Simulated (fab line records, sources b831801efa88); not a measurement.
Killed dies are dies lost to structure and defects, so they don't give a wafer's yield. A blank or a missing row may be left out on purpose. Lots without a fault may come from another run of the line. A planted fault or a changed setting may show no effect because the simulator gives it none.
Which tool did it? | flow gf180mcu | 6 lots, 18 wafers sampled, at 1 step of a route of 602

WHAT THE GAUGES READ, wafer by wafer
GF_V5_RS_MEAS_24: measures by four-point-probe.
lot  | measured     | on            | V5_W_RS (ohm/sq)
L416 | day 27 23:47 | film_metro-04 | 0.330 0.331 0.334
L417 | day 28 07:23 | film_metro-04 | 0.322 0.326 0.325
L421 | day 29 12:28 | film_metro-02 | 0.325 0.328 0.328
L425 | day 30 16:08 | film_metro-01 | 0.323 0.330 0.324
L433 | day 32 22:05 | film_metro-01 | 0.327 0.333 0.328
L436 | day 33 05:25 | film_metro-01 | 0.326 0.333 0.333

WHICH TOOL RAN EACH LOT (tool, then ch and the chambers of the sampled wafers, then the start)
The record holds no process step before these readings.

THE ANSWER, worked out from the rows above alone
Rule: what is usual is taken from the lots themselves. Put in order of their means at a reading, lots are off if they are a third of the lots or fewer, leave a main group of 4 or more, and stand apart from it by a gap of 3 or more times the standard deviation of the main group's means; of several such gaps the widest counts. A main group whose means are all the same, to the digits that the tables above print for the reading, isn't used. A lot without any number at a reading at which 4 lots or more have one is off too. The other lots that the step has rows for count as sound.
No lot is off at any reading shown: from this, nothing can be told.

WHAT THE SIMULATOR HAD PUT IN
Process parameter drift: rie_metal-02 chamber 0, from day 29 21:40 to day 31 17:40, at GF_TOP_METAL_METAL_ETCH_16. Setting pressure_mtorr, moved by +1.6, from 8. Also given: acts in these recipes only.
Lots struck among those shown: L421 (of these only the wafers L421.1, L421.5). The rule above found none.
